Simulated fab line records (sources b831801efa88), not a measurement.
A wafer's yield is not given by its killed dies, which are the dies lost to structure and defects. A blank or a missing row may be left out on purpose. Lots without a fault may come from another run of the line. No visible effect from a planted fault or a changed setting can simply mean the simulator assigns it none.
Which tool is to blame? :: flow sky130 :: 6 lots with 18 wafers sampled at 3 steps, on a route of 708 steps

WHAT EACH GAUGE READ, for each wafer
SKY_LDD_P_TW_MEAS_11.
lot: L940
measured: day 21 12:10
on: film-metro-03
LDD_P_TW: 606 607 601

lot: L942
measured: day 21 18:26
on: film-metro-03
LDD_P_TW: 603 603 606

lot: L949
measured: day 23 23:02
on: film-metro-03
LDD_P_TW: 634 635 637

lot: L952
measured: day 25 04:29
on: film-metro-03
LDD_P_TW: 638 640 638

lot: L954
measured: day 26 09:05
on: film-metro-02
LDD_P_TW: 630 631 632

lot: L957
measured: day 27 07:50
on: film-metro-02
LDD_P_TW: 635 633 634

TOOL THAT RAN EACH LOT (tool first, then ch and the chambers of the sampled wafers, then the start)
lot: L940
SKY_POLY_GATE_STRIP_18: plasma-asher-03 ch 0,1, day 18 18:53
SKY_LDD_P_IMPLANT_09: implanter-02 ch 0, day 21 11:55

lot: L942
SKY_POLY_GATE_STRIP_18: plasma-asher-01 ch 0,1, day 18 23:56
SKY_LDD_P_IMPLANT_09: implanter-02 ch 0, day 21 18:11

lot: L949
SKY_POLY_GATE_STRIP_18: plasma-asher-01 ch 0,1, day 21 08:25
SKY_LDD_P_IMPLANT_09: implanter-01 ch 0, day 23 22:47

lot: L952
SKY_POLY_GATE_STRIP_18: plasma-asher-01 ch 0,1, day 22 13:04
SKY_LDD_P_IMPLANT_09: implanter-01 ch 0, day 25 04:14

lot: L954
SKY_POLY_GATE_STRIP_18: plasma-asher-01 ch 0,1, day 23 17:44
SKY_LDD_P_IMPLANT_09: implanter-01 ch 0, day 26 08:50

lot: L957
SKY_POLY_GATE_STRIP_18: plasma-asher-03 ch 0,1, day 24 18:59
SKY_LDD_P_IMPLANT_09: implanter-01 ch 0, day 27 07:36
- SKY_POLY_GATE_STRIP_18: strips in O2/N2.
- SKY_LDD_P_IMPLANT_09

THE ANSWER, worked out from the rows above alone
Rule: usual is defined by the lots themselves. The widest of any qualifying gaps counts: lots, ordered by their means at a reading, are off when they make up no more than a third of the lots, leave a main group of 4 or more, and stand apart from it by 3 or more times the standard deviation of that group's means. Not used: any main group whose means are identical at the precision the tables above print for the reading. Also off: a lot with no number at a reading for which 4 or more lots have one. Where the step has rows for the other lots, those lots are counted as sound.
Off: L940, L942, seen at SKY_LDD_P_TW_MEAS_11 (LDD_P_TW). Mean 635 and standard deviation 2.8 in the main group.
If a tool, at a process step before that reading, ran all the lots that are off and no sound lot after the first of them, it fits. Those tools and the gauges at SKY_LDD_P_TW_MEAS_11 are tried in the same way. One candidate fits, namely implanter-02 at SKY_LDD_P_IMPLANT_09. It ran no sound lot before its first lot that is off in this sample, so the start can't be narrowed down.

WHAT THE SIMULATOR HAD INSERTED
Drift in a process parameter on implanter-02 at SKY_LDD_P_IMPLANT_09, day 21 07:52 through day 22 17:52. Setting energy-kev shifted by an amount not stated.
Struck lots among those shown: L940, L942. The same result came from the rule above.
